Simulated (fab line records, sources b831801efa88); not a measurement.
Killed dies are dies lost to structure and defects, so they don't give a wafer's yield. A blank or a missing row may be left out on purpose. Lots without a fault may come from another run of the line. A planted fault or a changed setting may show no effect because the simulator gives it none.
Which tool did it? | flow sfq_line | 15 lots, 45 wafers sampled, at 6 steps of a route of 325

WHAT THE GAUGES READ, wafer by wafer
SFQ_I7_OVL_MEAS_947.
lot  | measured     | on         | I7_OVL (nm)
L243 | day 82 05:20 | overlay-02 | 4 7 -1
L244 | day 82 08:57 | overlay-02 | -4 1 -2
L245 | day 82 10:09 | overlay-02 | -14 -9 -17
L246 | day 82 15:59 | overlay-02 | -1 2 4
L247 | day 82 17:10 | overlay-02 | -5 -5 -9
L248 | day 85 17:55 | overlay-02 | 1 -7 -4
L249 | day 89 14:28 | overlay-02 | -11 -13 -11
L252 | day 95 10:01 | overlay-02 | 7 13 10
L253 | day 95 13:38 | overlay-01 | -7 -5 -6
L254 | day 95 17:13 | overlay-01 | -1 -2 -1
L255 | day 95 22:01 | overlay-01 | -11 -6 -13
L256 | day 96 07:37 | overlay-01 | -6 -8 -5
L257 | day 96 17:23 | overlay-02 | 3 -10 -3
L258 | day 96 19:47 | overlay-02 | -1 -2 -3
L259 | day 96 20:59 | overlay-01 | -7 -3 -4

SFQ_M8_BOW_MEAS_951.
lot  | measured     | on            | M8_BOW (um)
L243 | day 86 19:50 | film_metro-02 | 4 -3 0
L244 | day 86 23:28 | film_metro-02 | 18 6 2
L245 | day 87 00:40 | film_metro-03 | -2 6 10
L246 | day 87 05:32 | film_metro-03 | 14 17 7
L247 | day 87 07:55 | film_metro-03 | 22 26 20
L248 | day 87 09:14 | film_metro-02 | 27 17 25
L249 | day 90 02:10 | film_metro-02 | 3 1 1
L252 | day 95 15:07 | film_metro-01 | 15 16 3
L253 | day 95 18:43 | film_metro-02 | 31 23 30
L254 | day 95 22:07 | film_metro-03 | 35 38 32
L255 | day 96 02:55 | film_metro-01 | 22 15 3
L256 | day 96 12:31 | film_metro-01 | 16 10 18
L257 | day 96 23:01 | film_metro-01 | 1 5 -1
L258 | day 97 02:35 | film_metro-03 | 21 -1 14
L259 | day 97 03:47 | film_metro-03 | 43 43 18

WHICH TOOL RAN EACH LOT (tool, then ch and the chambers of the sampled wafers, then the start)
lot  | SFQ_TRILAYER_I7_DEP_PECVD_183   | SFQ_TRILAYER_I7_VIA_BARC_OPEN_VIA_ETCH_260 | SFQ_TRILAYER_I7_VIA_ETCH_VIA_ETCH_190 | SFQ_TRILAYER_M8_LITHO_EXPOSE_194
L243 | pecvd-03 ch 0,1,2, day 81 20:46 | rie_diel-04 ch 1,3, day 82 05:23           | rie_diel-04 ch 1,3, day 82 05:25      | krf_scanner-02 ch 0, day 86 17:13
L244 | pecvd-02 ch 1,2, day 81 23:10   | rie_diel-02 ch 0,3, day 82 08:59           | rie_diel-02 ch 0,3, day 82 09:01      | krf_scanner-02 ch 0, day 86 21:01
L245 | pecvd-04 ch 0,2, day 82 01:34   | rie_diel-04 ch 1,2,3, day 82 10:11         | rie_diel-04 ch 1,2,3, day 82 10:13    | krf_scanner-02 ch 0, day 86 22:13
L246 | pecvd-02 ch 1,2, day 82 05:57   | rie_diel-01 ch 0,1,3, day 82 16:01         | rie_diel-01 ch 0,1,3, day 82 16:03    | krf_scanner-01 ch 0, day 87 03:05
L247 | pecvd-04 ch 0,1, day 82 08:19   | rie_diel-02 ch 0,2, day 82 17:13           | rie_diel-02 ch 0,2, day 82 17:15      | krf_scanner-01 ch 0, day 87 05:17
L248 | pecvd-04 ch 1,2, day 85 11:16   | rie_diel-04 ch 1,2, day 85 17:58           | rie_diel-04 ch 1,2, day 85 18:00      | krf_scanner-02 ch 0, day 87 06:37
L249 | pecvd-03 ch 0,1,2, day 88 20:55 | rie_diel-01 ch 0,2,3, day 89 14:30         | rie_diel-01 ch 0,2,3, day 89 14:32    | krf_scanner-01 ch 0, day 89 23:32
L252 | pecvd-03 ch 1,2, day 91 12:22   | rie_diel-02 ch 0,2,3, day 95 10:03         | rie_diel-02 ch 0,2,3, day 95 10:05    | krf_scanner-02 ch 0, day 95 12:17
L253 | pecvd-04 ch 0,1,2, day 91 16:45 | rie_diel-01 ch 1,3, day 95 13:39           | rie_diel-01 ch 1,3, day 95 13:41      | krf_scanner-02 ch 0, day 95 16:17
L254 | pecvd-02 ch 1,2, day 91 18:22   | rie_diel-04 ch 1,2,3, day 95 17:15         | rie_diel-04 ch 1,2,3, day 95 17:17    | krf_scanner-02 ch 0, day 95 19:29
L255 | pecvd-03 ch 0,1, day 92 01:09   | rie_diel-04 ch 1,2,3, day 95 22:03         | rie_diel-04 ch 1,2,3, day 95 22:05    | krf_scanner-02 ch 0, day 96 00:18
L256 | pecvd-04 ch 0,1,2, day 92 09:58 | rie_diel-01 ch 0,2,3, day 96 07:39         | rie_diel-01 ch 0,2,3, day 96 07:41    | krf_scanner-02, day 96 09:53
L257 | pecvd-04 ch 0,1, day 92 18:22   | rie_diel-04 ch 0,2,3, day 96 17:25         | rie_diel-04 ch 0,2,3, day 96 17:28    | krf_scanner-01, day 96 20:34
L258 | pecvd-03 ch 1,2, day 92 23:10   | rie_diel-02 ch 2,3, day 96 19:49           | rie_diel-02 ch 2,3, day 96 19:52      | krf_scanner-01, day 96 23:58
L259 | pecvd-02 ch 0,1, day 93 00:22   | rie_diel-01 ch 0,2, day 96 21:01           | rie_diel-01 ch 0,2, day 96 21:04      | krf_scanner-01 ch 0, day 97 01:10
- SFQ_TRILAYER_I7_DEP_PECVD_183: deposits SiO2 from SiH4/N2O, time 111.11 s, target thk 500 nm.
- SFQ_TRILAYER_I7_VIA_BARC_OPEN_VIA_ETCH_260: etches BARC in O2, target depth 125 nm, time 41.7 s.
- SFQ_TRILAYER_I7_VIA_ETCH_VIA_ETCH_190: etches SiO2 in CHF3, stops on Nb, target depth 260 nm.
- SFQ_TRILAYER_M8_LITHO_EXPOSE_194: exposes mask M8, target cd 2000 nm.

WHAT THE TOOLS THEMSELVES READ (means of the sampled wafers that have a number; where no wafer has one, the mark that the record gives instead)
SFQ_TRILAYER_I7_DEP_PECVD_183.
lot  | tool     | heater_power_w (W) | showerhead_vpp_V (V) | throttle_valve_pct (%)
L243 | pecvd-03 | 87                 | 836                  | 24.3
L244 | pecvd-02 | 91                 | 793                  | 24.4
L245 | pecvd-04 | 87                 | 794                  | 24.0
L246 | pecvd-02 | 74                 | 808                  | 23.9
L247 | pecvd-04 | 88                 | 813                  | 24.4
L248 | pecvd-04 | 73                 | 830                  | 24.4
L249 | pecvd-03 | 94                 | 833                  | 24.9
L252 | pecvd-03 | 93                 | 819                  | 23.9
L253 | pecvd-04 | 81                 | 808                  | 24.5
L254 | pecvd-02 | 87                 | 798                  | 23.2
L255 | pecvd-03 | 87                 | 815                  | 26.2
L256 | pecvd-04 | 82                 | 820                  | 24.2
L257 | pecvd-04 | 89                 | 809                  | 24.5
L258 | pecvd-03 | 90                 | 824                  | 24.1
L259 | pecvd-02 | 62                 | 820                  | 23.4

SFQ_TRILAYER_I7_VIA_BARC_OPEN_VIA_ETCH_260.
lot  | tool        | bias_w (W) | chamber_pressure_mTorr (mTorr) | drypump_motor_current_A (A) | oes_product_au (a.u.)
L243 | rie_diel-04 | 79.88      | 29.978                         | 5.9                         | 0.683
L244 | rie_diel-02 | 80.28      | 29.991                         | 5.9                         | 0.688
L245 | rie_diel-04 | 80.04      | 29.998                         | 5.8                         | 0.683
L246 | rie_diel-01 | 79.87      | 29.992                         | 5.7                         | 0.684
L247 | rie_diel-02 | 80.10      | 29.999                         | 6.3                         | 0.686
L248 | rie_diel-04 | 79.84      | 30.004                         | 5.7                         | 0.683
L249 | rie_diel-01 | 80.01      | 29.989                         | 5.5                         | 0.687
L252 | rie_diel-02 | 79.94      | 30.006                         | 6.1                         | 0.687
L253 | rie_diel-01 | 79.77      | 29.994                         | 5.5                         | 0.682
L254 | rie_diel-04 | 80.16      | 30.005                         | 5.8                         | 0.683
L255 | rie_diel-04 | 80.14      | 30.022                         | 5.8                         | 0.679
L256 | rie_diel-01 | -          | -                              | -                           | -
L257 | rie_diel-04 | -          | -                              | -                           | -
L258 | rie_diel-02 | -          | -                              | -                           | -
L259 | rie_diel-01 | 80.00      | 30.013                         | 5.6                         | 0.685

SFQ_TRILAYER_I7_VIA_ETCH_VIA_ETCH_190.
lot  | tool        | bias_w (W) | chamber_pressure_mTorr (mTorr) | drypump_motor_current_A (A) | oes_product_au (a.u.)
L243 | rie_diel-04 | 80.13      | 29.981                         | 5.9                         | 0.855
L244 | rie_diel-02 | 79.84      | 29.972                         | 5.9                         | 0.855
L245 | rie_diel-04 | 79.80      | 30.006                         | 5.8                         | 0.850
L246 | rie_diel-01 | 79.91      | 30.001                         | 5.7                         | 0.854
L247 | rie_diel-02 | 80.23      | 30.025                         | 6.3                         | 0.851
L248 | rie_diel-04 | 79.95      | 29.985                         | 5.7                         | 0.852
L249 | rie_diel-01 | 80.05      | 29.974                         | 5.5                         | 0.850
L252 | rie_diel-02 | 80.26      | 30.014                         | 6.1                         | 0.851
L253 | rie_diel-01 | 80.11      | 30.034                         | 5.5                         | 0.856
L254 | rie_diel-04 | 79.98      | 30.011                         | 5.8                         | 0.851
L255 | rie_diel-04 | 80.17      | 29.976                         | 5.8                         | 0.857
L256 | rie_diel-01 | 79.89      | 30.005                         | 5.5                         | 0.379
L257 | rie_diel-04 | 79.88      | 30.007                         | 5.8                         | 0.375
L258 | rie_diel-02 | 79.80      | 30.001                         | 5.9                         | 0.372
L259 | rie_diel-01 | 80.23      | 29.989                         | 5.6                         | 0.861

SFQ_TRILAYER_M8_LITHO_EXPOSE_194.
lot  | tool           | exposure_dose_mJ_cm2 | focus_offset_nm (nm)
L243 | krf_scanner-02 | 14.393               | 0.2
L244 | krf_scanner-02 | 14.394               | -0.7
L245 | krf_scanner-02 | 14.402               | 0.0
L246 | krf_scanner-01 | 14.397               | 0.2
L247 | krf_scanner-01 | 14.408               | 0.0
L248 | krf_scanner-02 | 14.388               | 0.3
L249 | krf_scanner-01 | 14.382               | 0.2
L252 | krf_scanner-02 | 14.406               | 0.4
L253 | krf_scanner-02 | 14.400               | -0.2
L254 | krf_scanner-02 | 14.381               | 0.3
L255 | krf_scanner-02 | 14.401               | 0.3
L256 | krf_scanner-02 | -                    | -
L257 | krf_scanner-01 | -                    | -
L258 | krf_scanner-01 | -                    | -
L259 | krf_scanner-01 | 14.407               | -0.4

THE ANSWER, worked out from the rows above alone
Rule: what is usual is taken from the lots themselves. Put in order of their means at a reading, lots are off if they are a third of the lots or fewer, leave a main group of 4 or more, and stand apart from it by a gap of 3 or more times the standard deviation of the main group's means; of several such gaps the widest counts. A main group whose means are all the same, to the digits that the tables above print for the reading, isn't used. A lot without any number at a reading at which 4 lots or more have one is off too. The other lots that the step has rows for count as sound. The gauges are gone through in route order, then the tools' own readings, and for those a lot's mean is taken as printed above. The first step at which some lot is off is used, and at that step the reading that is off furthest; a lot without a number counts as furthest.
Off: L256, L257, L258, at SFQ_TRILAYER_I7_VIA_BARC_OPEN_VIA_ETCH_260 (bias_w). Without a number there: L256, L257, L258. The main group: mean 80.00 W, standard deviation 0.14.
A tool fits if, at that step or a process step before it, it ran every lot that is off, and no sound lot after the first of them. None of those tried fits.

WHAT THE SIMULATOR HAD PUT IN
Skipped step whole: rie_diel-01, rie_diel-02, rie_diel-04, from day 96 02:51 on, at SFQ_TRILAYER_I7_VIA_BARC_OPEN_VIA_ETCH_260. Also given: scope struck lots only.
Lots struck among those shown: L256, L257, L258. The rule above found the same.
